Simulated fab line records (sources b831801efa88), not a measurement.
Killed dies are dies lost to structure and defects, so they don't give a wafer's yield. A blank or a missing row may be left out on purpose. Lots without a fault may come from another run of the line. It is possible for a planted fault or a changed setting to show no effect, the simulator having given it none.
2 desks, one fault :: flow sky130 :: only its own numbers are on each desk; what lay behind them is given at the end

## METROLOGY DESK
Means of the sampled wafers that have a number, per lot and without regard to the tool the lot ran on: this is what the gauges read. The brackets show how far a lot's mean lies from the usual mean; more than 4 standard deviations puts the lot out of limits, marked OUT.
Columns: A = SONOS_ONO_CVD_04_THK at SKY_SONOS_ONO_THK_MEAS_05, usual 5.70 nm; B = cdNm at SKY_LI_CONTACT_CD_MEAS_12, usual 170.0 nm
lot: L377
first seen here: day 13 03:13
A: 5.65
B: 168.2

lot: L379
first seen here: day 13 06:02
A: 5.80
B: 170.7

lot: L378
first seen here: day 13 10:17
A: 5.78
B: 169.4

lot: L380
first seen here: day 13 23:40
A: 5.75
B: 166.5

lot: L382
first seen here: day 14 00:54
A: 5.83
B: 166.2

lot: L383
first seen here: day 14 12:53
A: 5.60
B: 166.8

lot: L392
first seen here: day 17 01:39
A: 5.68
B: 170.3

lot: L393
first seen here: day 17 12:22
A: 5.67
B: 172.6

lot: L394
first seen here: day 17 19:01
A: 5.73
B: 170.8

lot: L396
first seen here: day 18 05:02
A: 5.58
B: 170.8

lot: L397
first seen here: day 18 18:41
A: 5.59
B: 168.7

lot: L399
first seen here: day 19 00:26
A: 5.75
B: 171.3
Result from this desk: across the 12 lots, nothing is out of limits.

## TOOL OWNER'S DESK, krfScanner-02
The tool's own readings at SKY_LI_CONTACT_EXPOSE_09 (exposes mask LICM1, target cd 170 nm): means of the sampled wafers that have a number, for each lot that ran on this tool. The brackets show how far a lot's mean lies from the usual mean; more than 4 standard deviations puts the lot out of limits, marked OUT.
Columns: A = stageVelMmS at SKY_LI_CONTACT_EXPOSE_09, usual 500.02 mm/s
lot: L377
first seen here: day 30 06:13
A: 499.74

lot: L379
first seen here: day 30 07:43
A: 500.17

lot: L378
first seen here: day 30 10:10
A: 499.81

lot: L382
first seen here: day 30 23:50
A: 499.79

lot: L380
first seen here: day 31 00:50
A: 500.02

lot: L383
first seen here: day 31 09:51
A: 499.88

lot: L392
first seen here: day 34 00:31
A: 499.75

lot: L394
first seen here: day 34 16:53
A: 500.15

lot: L396
first seen here: day 35 02:50
A: 499.95

lot: L397
first seen here: day 35 15:13
A: 500.12
Result from this desk: across the 10 lots, nothing is out of limits.

## PUT TOGETHER
The metrology desk saw nothing out of limits.
Nothing out of limits was seen by the tool owner's desk.

## WHAT WAS PUT IN BY THE SIMULATOR
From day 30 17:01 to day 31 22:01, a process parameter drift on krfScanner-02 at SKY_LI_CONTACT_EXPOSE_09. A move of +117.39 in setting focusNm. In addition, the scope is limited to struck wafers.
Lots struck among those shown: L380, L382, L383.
